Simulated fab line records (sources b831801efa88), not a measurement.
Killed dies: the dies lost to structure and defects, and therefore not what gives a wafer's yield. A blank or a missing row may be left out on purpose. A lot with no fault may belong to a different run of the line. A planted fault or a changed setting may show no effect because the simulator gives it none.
Struck lot and sound lot, side by side	flow gf180mcu	18 steps out of a route of 602
Sound: the wafers L333.3, L333.4, L333.5. The struck wafers were L331.1, L331.5, L331.6. The cause is given at the end.
At each step with rows: each side's tool, then ch and its chambers, then its first start. Under that, the readings that differ: sound wafers	struck wafers	difference of the means	sigmas: that difference in standard deviations of wafers without a fault.
alike: a reading whose means differ by less than 2 such deviations, as well as words and numbers matching on both sides. not compared: withheld readings; readings where some wafer has no value; bounds like >300 that might hide an equal value; numbers whose values overlap and for which the record gives no deviation.
The two part at a step that has a row with sigmas, a row that says differs or no value, or rows on one side only. Numbers that have no deviation but don't overlap get no sigmas and don't part them. Lack of a reading on every wafer of one side parts them only where that side has two or more wafers.

first, 6 steps without rows for these wafers: GF_M4_HMDS_08 (prime time 60 s); GF_M4_COAT_09 (resist thk 1000 nm); GF_M4_SOFTBAKE_10 (time 60 s); GF_M4_EXPOSE_11 (exposes mask Metal4, target cd 280 nm); GF_M4_PEB_12 (peb time 90 s); GF_M4_DEVELOP_13 (develop time 60 s).
GF_M4_CD_MEAS_14: the cd target is 280 nm.
  struck on cd sem-02, day 28 14:49; sound on cd sem-01, day 29 01:22
  alike: cd nm
GF_M4_OVL_MEAS_15:
  struck on overlay-01, day 28 14:56; sound on overlay-01, day 29 01:28
  alike: M4_OVL
GF_M4_METAL_ETCH_16: etches the open film in Cl2/BCl3, stops on SiO2, target depth 750.8 nm, time 125.1 s.
  sound on rie metal-03 ch 0, day 29 01:34; struck on rie metal-03 ch 0, day 28 14:58
  alike: drypump motor current A, oes product au, throttle valve pct
  not compared: rf hours counter h
GF_M4_STRIP_17: strips in O2/N2.
  sound on plasma asher-01 ch 0,1, day 29 01:47; struck on plasma asher-03 ch 0,1, day 28 15:13
  alike: drypump motor current A, heater power w, oes product au, strip time to endpoint s
  not compared: rf hours counter h
then, 2 steps without rows for these wafers: GF_M4_STRIP_18 (strips in post etch residue remover, time 1200 s); GF_M4_CLEAN_19 (cleans in DIW).
GF_V4_CVD_00: deposits SiO2, target thk 600 nm, time 100 s.
  sound on hdpcvd-01 ch 0,1, day 29 02:17; struck on hdpcvd-01 ch 1,2, day 28 15:47
  no value came back on the struck wafers for pressure mtorr (mTorr), run length s (s); on the sound wafers pressure mtorr (mTorr) reads 6.002 5.994 5.988
GF_V4_CVD_02: deposits SiO2 from TEOS, target thk 850 nm, time 94.851 s.
  sound on pecvd-03 ch 0,2, day 29 02:25; struck on pecvd-02 ch 0,1, day 28 15:57
  alike: heater power outer w, heater power w
GF_V4_CMP_04: polishes SiO2.
  sound on cmp-02 ch 0,1,3, day 29 02:32; struck on cmp-02 ch 2,3, day 28 16:05
  alike: motor current A
GF_V4_BOW_MEAS_05:
  struck on film metro-01, day 28 16:23; sound on film metro-04, day 29 02:53
reading	sound	struck	difference	sigmas
V4_BOW (um)	134 124 139	94 100 96	-36	-4
then, 1 step without rows for these wafers: GF_V4_DEHYDRATE_06 (time 60 s).
-- the record jumps here: 5 days lie between the struck wafers' starts before and after (it left off in module V4 and takes up again in module PASSIVATION, whose first step shown is number 602 of the route) --
GF_PASSIVATION_PROBE_99:
  record: rows for the struck wafers here (prober-01, day 33 10:29), none for the sound ones

== WHERE THEY PART ==
Earliest at GF_V4_CVD_00; latest, in this record, at GF_PASSIVATION_PROBE_99.

WHY: what the simulator had put in
Whole step skipped at GF_V4_CVD_00 on hdpcvd-01, starting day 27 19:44. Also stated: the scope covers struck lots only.
